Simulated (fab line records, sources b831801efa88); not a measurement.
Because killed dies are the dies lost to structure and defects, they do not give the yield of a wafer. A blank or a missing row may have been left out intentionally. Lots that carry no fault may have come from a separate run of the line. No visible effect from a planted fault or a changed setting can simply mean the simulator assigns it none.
Which tool was responsible? + flow sky130 + 10 lots, 30 wafers sampled, at 7 steps of a route of 708

WHAT EACH GAUGE READ, for each wafer
SKY_POLY_GATE_THK_MEAS_01.
| lot  | measured     | on           | POLY_GATE_CVD_00_THK (nm) |
|------|--------------|--------------|---------------------------|
| L815 | day 16 02:35 | filmMetro-03 | 177.9 178.9 179.7         |
| L819 | day 16 08:52 | filmMetro-03 | 180.2 179.9 180.8         |
| L821 | day 16 18:35 | filmMetro-01 | 180.1 179.8 179.3         |
| L822 | day 17 04:50 | filmMetro-01 | 179.4 178.8 179.4         |
| L825 | day 18 06:32 | filmMetro-02 | 179.4 178.3 181.5         |
| L827 | day 19 08:43 | filmMetro-02 | 178.3 177.9 176.8         |
| L828 | day 20 00:11 | filmMetro-01 | 176.0 176.3 175.3         |
| L833 | day 21 05:46 | filmMetro-01 | 180.5 181.4 180.1         |
| L834 | day 21 20:37 | filmMetro-02 | 177.8 179.5 178.6         |
| L835 | day 21 22:25 | filmMetro-03 | 179.4 179.9 180.9         |

SKY_LDD_LDN_OVL_MEAS_07.
| lot  | measured     | on         | LDD_LDN_OVL (nm) |
|------|--------------|------------|------------------|
| L815 | day 25 05:56 | overlay-02 | 1.3 1.5 2.9      |
| L819 | day 25 10:42 | overlay-01 | -0.5 0.5 -1.1    |
| L821 | day 26 00:34 | overlay-02 | 1.1 0.5 1.1      |
| L822 | day 26 06:35 | overlay-01 | -1.5 0.0 1.2     |
| L825 | day 27 02:37 | overlay-01 | 2.0 1.1 0.9      |
| L827 | day 28 05:13 | overlay-01 | 1.3 1.1 0.5      |
| L828 | day 28 21:06 | overlay-02 | 2.6 0.6 0.4      |
| L833 | day 29 21:26 | overlay-02 | 1.5 2.7 1.1      |
| L834 | day 30 11:08 | overlay-02 | 4.8 2.9 1.9      |
| L835 | day 30 13:52 | overlay-01 | 2.4 1.4 2.2      |

SKY_SD_N_TW_MEAS_12.
| lot  | measured     | on           | SD_N_TW        |
|------|--------------|--------------|----------------|
| L815 | day 30 03:41 | filmMetro-03 | 3937 3928 3948 |
| L819 | day 30 08:07 | filmMetro-02 | 4065 4074 4054 |
| L821 | day 30 20:58 | filmMetro-03 | 3923 3928 3926 |
| L822 | day 31 03:30 | filmMetro-03 | 3972 3947 3975 |
| L825 | day 31 22:16 | filmMetro-01 | 4002 3973 3975 |
| L827 | day 32 22:16 | filmMetro-01 | 4010 4006 4019 |
| L828 | day 33 13:27 | filmMetro-03 | 3909 3911 3931 |
| L833 | day 34 13:55 | filmMetro-01 | 4267 4238 4314 |
| L834 | day 35 02:25 | filmMetro-03 | 4200 4220 4212 |
| L835 | day 35 07:47 | filmMetro-03 | 4230 4226 4217 |

SKY_SD_N_RS_MEAS_16: the measuring method here is four-point-probe.
| lot  | measured     | on           | SD_N_RS (ohm/sq)  |
|------|--------------|--------------|-------------------|
| L815 | day 30 03:59 | filmMetro-02 | 68.43 68.65 68.53 |
| L819 | day 30 08:25 | filmMetro-02 | 68.69 68.69 68.65 |
| L821 | day 30 21:16 | filmMetro-02 | 68.57 68.43 68.40 |
| L822 | day 31 03:47 | filmMetro-03 | 68.45 68.40 68.42 |
| L825 | day 31 22:34 | filmMetro-03 | 68.50 68.57 68.45 |
| L827 | day 32 22:34 | filmMetro-02 | 68.52 68.72 68.63 |
| L828 | day 33 13:44 | filmMetro-02 | 68.69 68.70 68.54 |
| L833 | day 34 14:13 | filmMetro-03 | 60.32 60.39 60.52 |
| L834 | day 35 02:43 | filmMetro-01 | 60.70 60.56 60.48 |
| L835 | day 35 08:04 | filmMetro-02 | 60.64 60.67 60.51 |

WHICH TOOL RAN EACH LOT (tool, then ch and the chambers of the sampled wafers, then the start)
| lot  | SKY_POLY_GATE_ETCH_17           | SKY_SD_N_IMPLANT_09             | SKY_SD_N_STRIP_11                   |
|------|---------------------------------|---------------------------------|-------------------------------------|
| L815 | rieSi-02 ch 1,2,3, day 18 14:53 | implanter-01 ch 0, day 30 03:02 | plasmaAsher-03 ch 1, day 30 03:35   |
| L819 | rieSi-01 ch 0,1,3, day 18 21:19 | implanter-01 ch 0, day 30 07:41 | plasmaAsher-04 ch 0,1, day 30 07:58 |
| L821 | rieSi-01 ch 1,2, day 19 13:31   | implanter-01 ch 0, day 30 20:35 | plasmaAsher-03 ch 0,1, day 30 20:52 |
| L822 | rieSi-02 ch 0,1,3, day 19 20:10 | implanter-03 ch 0, day 31 03:06 | plasmaAsher-03 ch 0,1, day 31 03:24 |
| L825 | rieSi-02 ch 0,2,3, day 20 20:10 | implanter-02 ch 0, day 31 21:53 | plasmaAsher-04 ch 0,1, day 31 22:10 |
| L827 | rieSi-02 ch 1,2,3, day 21 23:29 | implanter-02 ch 0, day 32 21:54 | plasmaAsher-03 ch 0,1, day 32 22:11 |
| L828 | rieSi-01 ch 0,1,2, day 22 15:17 | implanter-03 ch 0, day 33 13:03 | plasmaAsher-01 ch 0,1, day 33 13:21 |
| L833 | rieSi-02 ch 0,3, day 23 20:28   | implanter-01 ch 0, day 34 13:32 | plasmaAsher-03 ch 0,1, day 34 13:49 |
| L834 | rieSi-01 ch 1,2, day 24 10:02   | implanter-01 ch 0, day 35 02:02 | plasmaAsher-04 ch 0,1, day 35 02:19 |
| L835 | rieSi-02 ch 0,1,3, day 24 12:22 | implanter-01 ch 0, day 35 07:23 | plasmaAsher-03 ch 0,1, day 35 07:41 |
- SKY_POLY_GATE_ETCH_17: etches poly-Si in HBr/Cl2, stops on SiO2, target depth 180 nm, time 70.5 s.
- SKY_SD_N_IMPLANT_09
- SKY_SD_N_STRIP_11: strips in O2/N2.

WHAT THE TOOLS THEMSELVES READ (means of the sampled wafers that have a number; where no wafer has one, the mark that the record gives instead)
SKY_POLY_GATE_ETCH_17.
| lot  | tool     | drypumpMotorCurrentA (A) | oesProductAu (a.u.) | throttleValvePct (%) |
|------|----------|--------------------------|---------------------|----------------------|
| L815 | rieSi-02 | 5.88                     | 0.984               | 33.684               |
| L819 | rieSi-01 | 5.99                     | 0.987               | 33.685               |
| L821 | rieSi-01 | 6.21                     | 0.988               | 33.684               |
| L822 | rieSi-02 | 5.86                     | 0.983               | 33.683               |
| L825 | rieSi-02 | 5.97                     | 0.981               | 33.681               |
| L827 | rieSi-02 | 5.91                     | 0.983               | 33.684               |
| L828 | rieSi-01 | 6.15                     | 0.981               | 33.683               |
| L833 | rieSi-02 | 5.82                     | 0.988               | 33.683               |
| L834 | rieSi-01 | 6.23                     | 0.980               | 33.678               |
| L835 | rieSi-02 | 5.85                     | 0.986               | 33.687               |

SKY_SD_N_IMPLANT_09.
| lot  | tool         | beamEnergyKeV | beamOnS (s) | doseIonsCm2 |
|------|--------------|---------------|-------------|-------------|
| L815 | implanter-01 | 49.976        | 17.9        | 4e+15       |
| L819 | implanter-01 | 49.986        | 17.5        | 4e+15       |
| L821 | implanter-01 | 50.013        | 17.4        | 4e+15       |
| L822 | implanter-03 | 50.007        | 18.2        | 4e+15       |
| L825 | implanter-02 | 49.973        | 16.4        | 4e+15       |
| L827 | implanter-02 | 49.987        | 16.3        | 4e+15       |
| L828 | implanter-03 | 50.012        | 18.0        | 4e+15       |
| L833 | implanter-01 | 63.004        | 17.8        | 4e+15       |
| L834 | implanter-01 | 63.019        | 17.5        | 4e+15       |
| L835 | implanter-01 | 62.995        | 17.8        | 4e+15       |

SKY_SD_N_STRIP_11.
| lot  | tool           | drypumpMotorCurrentA (A) | n2FlowSccm (sccm) | oesProductAu (a.u.) | stripTimeToEndpointS (s) |
|------|----------------|--------------------------|-------------------|---------------------|--------------------------|
| L815 | plasmaAsher-03 | 5.8                      | 300.6             | 0.529               | 22.63                    |
| L819 | plasmaAsher-04 | 5.8                      | 300.0             | 0.530               | 22.54                    |
| L821 | plasmaAsher-03 | 5.7                      | 299.1             | 0.525               | 22.58                    |
| L822 | plasmaAsher-03 | 5.7                      | 300.0             | 0.529               | 22.54                    |
| L825 | plasmaAsher-04 | 6.1                      | 299.6             | 0.529               | 22.55                    |
| L827 | plasmaAsher-03 | 5.8                      | 299.7             | 0.527               | 22.55                    |
| L828 | plasmaAsher-01 | 5.4                      | 300.6             | 0.527               | 22.50                    |
| L833 | plasmaAsher-03 | 5.8                      | 299.4             | 0.504               | 24.59                    |
| L834 | plasmaAsher-04 | 5.8                      | 300.8             | 0.502               | 24.49                    |
| L835 | plasmaAsher-03 | 5.7                      | 301.0             | 0.502               | 24.47                    |

THE ANSWER, worked out from the rows above alone
Rule: the usual values come from the lots themselves. Put in order of their means at a reading, lots are off if they are a third of the lots or fewer, leave a main group of 4 or more, and stand apart from it by a gap of 3 or more times the standard deviation of the main group's means; of several such gaps the widest counts. The tables above print the reading to a certain number of digits; a main group whose means all agree to those digits is not used. Also off: a lot with no number at a reading for which 4 or more lots have one. The other lots that the step has rows for count as sound. After the gauges, taken in route order, come the tools' own readings; for these a lot's mean is taken, as printed above. At the first step where some lot is off, the reading lying furthest off is the one used; lots without a number count as furthest.
Off: L833, L834, L835, seen at SKY_SD_N_TW_MEAS_12 (SD_N_TW). Main group: mean 3972, sd 49.
A tool fits if, at a process step before that reading, it ran every lot that is off, and no sound lot after the first of them. Not tried: the gauges at SKY_SD_N_TW_MEAS_12; whatever is off there is also off at SKY_SD_N_IMPLANT_09, on other tools, and gauge error can't account for it. One candidate fits, namely implanter-01 at SKY_SD_N_IMPLANT_09. A fault onset in the window from L821 (day 30 20:35, its last sound lot) to L833 (day 34 13:32, its first lot off) fits.
On the lots that are off, the tool's own readings at SKY_SD_N_IMPLANT_09 differ by more than 5 times the standard deviation of the sound lots' means, which bears it out; beamEnergyKeV reads 63.006 there versus 49.993 on the sound lots.

WHAT THE SIMULATOR HAD PUT IN
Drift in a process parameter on implanter-01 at SKY_SD_N_IMPLANT_09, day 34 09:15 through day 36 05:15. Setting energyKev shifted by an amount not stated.
Struck lots among those shown: L833, L834, L835. Same finding as the rule above.
